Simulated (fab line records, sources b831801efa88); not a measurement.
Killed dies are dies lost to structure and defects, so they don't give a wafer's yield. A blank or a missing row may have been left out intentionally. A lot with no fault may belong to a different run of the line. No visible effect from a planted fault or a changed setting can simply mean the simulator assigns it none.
Matching of chambers	flow sky130	4 sister chambers for SKY_VIA3_CMP_24 on cmp-01
The step polishes, stops on SiO2, t overpolish 20 s, target thk 0 nm. 4 wafers are shown with their chamber, then 8 later ones without.

== WAFERS WITH THEIR CHAMBER ==
wafer	chamber	motor_current_A (A)
L713.3	2	11.0
L723.4	1	11.4
L723.5	3	10.9
L727.3	0	11.8

== WAFERS WITHOUT THEIR CHAMBER ==
wafer	motor_current_A (A)
L727.4	11.3
L727.6	11.3
L728.1	10.8
L728.3	11.3
L728.6	11.2
L729.2	11.8
L729.3	11.9
L729.4	11.2

== THE CHAMBER EACH PASSED THROUGH ==
wafer	from the rows above	in truth
L727.4	can't be placed: 1 or 2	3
L727.6	can't be placed: 1 or 2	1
L728.1	can't be placed: 3 or 2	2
L728.3	can't be placed: 1 or 2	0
L728.6	can't be placed: 2 or 1 or 3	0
L729.2	0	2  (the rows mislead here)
L729.3	0	0
L729.4	can't be placed: 2 or 1 or 3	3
1 of 8 placed correctly. Cannot be placed on the basis of these rows: 6; the candidates contain the true chamber in 3. 1 placed wrongly.
How it was worked out, from the rows above alone: a wafer's distance from a chamber is the root of the sum, over the readings, of the square of ((its reading less the chamber's mean) divided by the reading's scatter). The wafer belongs to the nearest chamber; if the next one is less than 2 further off, it can't be placed. Each chamber's mean is taken over the wafers shown for it. The scatter: root of mean squared gap, hidden wafer to nearest shown wafer, with one shown wafer a chamber.
